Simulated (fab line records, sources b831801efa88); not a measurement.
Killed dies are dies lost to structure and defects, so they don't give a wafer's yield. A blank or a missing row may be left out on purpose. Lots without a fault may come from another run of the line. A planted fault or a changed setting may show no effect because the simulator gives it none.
Which tool did it? | flow gf180mcu | 7 lots, 21 wafers sampled, at 4 steps of a route of 602

WHAT THE GAUGES READ, wafer by wafer
GF_M1_THK_MEAS_06: measures by xrf.
lot  | measured     | on            | M1_ALCU_THK (nm)
L731 | day 17 10:58 | film_metro-02 | 455 441 449
L733 | day 17 22:04 | film_metro-02 | 439 442 435
L738 | day 19 21:27 | film_metro-01 | 454 455 454
L741 | day 20 23:37 | film_metro-04 | 442 450 453
L743 | day 21 16:37 | film_metro-01 | 451 459 449
L745 | day 22 08:29 | film_metro-02 | 445 441 449
L751 | day 24 07:49 | film_metro-02 | 448 454 451

WHICH TOOL RAN EACH LOT (tool, then ch and the chambers of the sampled wafers, then the start)
lot  | GF_CONTACT_CMP_27             | GF_M1_SPUTTER_01             | GF_M1_SPUTTER_03
L731 | cmp-01 ch 2,3, day 17 10:19   | pvd_sputter-01, day 17 10:43 | pvd_sputter-01, day 17 10:47
L733 | cmp-02 ch 0,1,2, day 17 21:30 | pvd_sputter-01, day 17 21:48 | pvd_sputter-01, day 17 21:52
L738 | cmp-02 ch 0,1, day 19 20:49   | pvd_sputter-04, day 19 21:13 | pvd_sputter-04, day 19 21:16
L741 | cmp-02 ch 0,1, day 20 22:58   | pvd_sputter-04, day 20 23:22 | pvd_sputter-04, day 20 23:25
L743 | cmp-01 ch 2,3, day 21 15:57   | pvd_sputter-04, day 21 16:21 | pvd_sputter-04, day 21 16:25
L745 | cmp-02 ch 1,3, day 22 07:54   | pvd_sputter-04, day 22 08:15 | pvd_sputter-04, day 22 08:19
L751 | cmp-01 ch 0,1, day 24 07:12   | pvd_sputter-01, day 24 07:33 | pvd_sputter-01, day 24 07:37
- GF_CONTACT_CMP_27: polishes, stops on SiO2, t overpolish 15 s, target thk 0 nm.
- GF_M1_SPUTTER_01: material TiN, target thk 30 nm, time 25 s.
- GF_M1_SPUTTER_03: material Ti, target thk 10 nm, time 6.7 s.

THE ANSWER, worked out from the rows above alone
Rule: what is usual is taken from the lots themselves. Put in order of their means at a reading, lots are off if they are a third of the lots or fewer, leave a main group of 4 or more, and stand apart from it by a gap of 3 or more times the standard deviation of the main group's means; of several such gaps the widest counts. A main group whose means are all the same, to the digits that the tables above print for the reading, isn't used. A lot without any number at a reading at which 4 lots or more have one is off too. The other lots that the step has rows for count as sound.
No lot is off at any reading shown: from this, nothing can be told.

WHAT THE SIMULATOR HAD PUT IN
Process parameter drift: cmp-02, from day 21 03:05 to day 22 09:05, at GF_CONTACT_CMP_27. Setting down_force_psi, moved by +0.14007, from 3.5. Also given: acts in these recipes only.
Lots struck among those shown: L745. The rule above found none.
